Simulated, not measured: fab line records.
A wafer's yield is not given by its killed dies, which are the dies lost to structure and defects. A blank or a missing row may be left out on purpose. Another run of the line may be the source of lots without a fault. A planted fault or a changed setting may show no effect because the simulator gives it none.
A struck lot beside a sound one + flow gf180mcu + 27 steps out of a route of 602
Sound: these wafers, L719.2, L719.4, L719.6. Wafers L728.1, L728.2, L728.5 were the ones struck. The cause is given at the end.
For every step that has rows: the tool of each side, followed by ch and its chambers, followed by its first start. Under that, the readings that differ: sound wafers + struck wafers + difference of the means + sigmas: that difference in standard deviations of wafers without a fault.
alike: a reading whose means differ by less than 2 such deviations, as well as words and numbers matching on both sides. not compared: withheld readings; readings where some wafer has no value; bounds like >300 that might hide an equal value; numbers whose values overlap and for which the record gives no deviation.
A row with sigmas, a row that says differs or no value, or rows on one side alone: a step with any of these is where the two part. Numbers that don't overlap but have no deviation are shown without sigmas and don't part them. A reading missing from all wafers of one side parts the sides only when that side holds two or more wafers.

GF_HV_LDD_ETCHBACK_58: etches Si3N4 in CH3F/O2, stops on SiO2, time 100 s, target depth 90 nm.
  sound on rie diel-02 ch 0,1,2, day 12 21:03; struck on rie diel-02 ch 1,2,3, day 15 21:47
  alike: O2_flow_sccm, drypump motor current A, oes product au, throttle valve pct
  not compared: rf hours counter h
then, 7 steps without rows for these wafers: GF_NSD_DEHYDRATE_00 (time 60 s); GF_NSD_HMDS_01 (prime time 60 s); GF_NSD_COAT_02 (resist thk 1000 nm); GF_NSD_SOFTBAKE_03 (time 60 s); GF_NSD_EXPOSE_04 (exposes mask Nplus, target cd 400 nm); GF_NSD_PEB_05; GF_NSD_DEVELOP_06 (develop time 60 s).
GF_NSD_CD_MEAS_07: the cd target is 400 nm.
  sound on cd sem-02 at day 13 16:50; struck on cd sem-01 at day 16 19:07
  alike: cd nm
GF_NSD_OVL_MEAS_08:
  sound on overlay-01 at day 13 16:56; struck on overlay-02 at day 16 19:14
  alike: NSD_OVL
then, 2 steps without rows for these wafers: GF_NSD_IMPLANT_09; GF_NSD_IMPLANT_10.
GF_NSD_STRIP_11: strips in O2/N2.
  sound on plasma asher-02 ch 0, day 13 17:16; struck on plasma asher-02 ch 0,1, day 16 19:35
| reading                                  | sound             | struck            | difference                    | sigmas |
|------------------------------------------|-------------------|-------------------|-------------------------------|--------|
| oes product au (a.u.)                    | 0.486 0.494 0.483 | 0.557 0.556 0.552 | +0.067                        | +16    |
| strip time to endpoint s (s)             | 22.95 22.97 23.01 | - - -             | no value on the struck wafers |        |
| model.NOVOLAK_of_NSD_COAT_02.thk nm (nm) | 0 0 0             | 214.7 214.1 213.9 | +214.2                        |        |
  alike: drypump motor current A, heater power w
  not compared: rf hours counter h
GF_NSD_TW_MEAS_12:
  sound on film metro-01 at day 13 17:23; struck on film metro-03 at day 16 19:41
  alike: NSD_TW
then, 7 steps without rows for these wafers: GF_PSD_DEHYDRATE_00 (time 60 s); GF_PSD_HMDS_01 (prime time 60 s); GF_PSD_COAT_02 (resist thk 1000 nm); GF_PSD_SOFTBAKE_03 (time 60 s); GF_PSD_EXPOSE_04 (exposes mask Pplus, target cd 400 nm); GF_PSD_PEB_05; GF_PSD_DEVELOP_06 (develop time 60 s).
GF_PSD_CD_MEAS_07: the cd target is 400 nm.
  sound on cd sem-01 at day 14 13:47; struck on cd sem-01 at day 17 18:30
  alike: cd nm
GF_PSD_OVL_MEAS_08:
  sound on overlay-01 at day 14 13:53; struck on overlay-01 at day 17 18:37
  alike: PSD_OVL
next, for these wafers, 1 step has no rows: GF_PSD_IMPLANT_09.
GF_PSD_STRIP_10: strips in O2/N2.
  sound on plasma asher-02 ch 0,1, day 14 14:04; struck on plasma asher-03 ch 0,1, day 17 18:49
| reading                      | sound             | struck            | difference | sigmas |
|------------------------------|-------------------|-------------------|------------|--------|
| heater power w (W)           | 321 328 317       | 368 403 386       | +64        | +2     |
| oes product au (a.u.)        | 0.591 0.597 0.594 | 0.608 0.620 0.617 | +0.021     | +5     |
| strip time to endpoint s (s) | 16.55 16.57 16.59 | 19.75 19.75 19.72 | +3.17      | +74    |
  alike: drypump motor current A
  not compared: rf hours counter h
GF_PSD_TW_MEAS_11:
  sound on film metro-01 at day 14 14:11; struck on film metro-03 at day 17 18:55
| reading | sound          | struck   | difference | sigmas      |
|---------|----------------|----------|------------|-------------|
| PSD_TW  | 3199 3193 3184 | 30 30 30 | -3162      | -99 or more |
then, 1 step without rows for these wafers: GF_PSD_CLEAN_12 (cleans in SC1/SC2, time 150 s).

WHERE THEY PART
Earliest at GF_NSD_STRIP_11; latest, in this record, at GF_PSD_TW_MEAS_11.

WHY: what the simulator had put in
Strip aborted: plasma asher-02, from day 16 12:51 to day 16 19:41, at GF_NSD_STRIP_11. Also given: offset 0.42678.
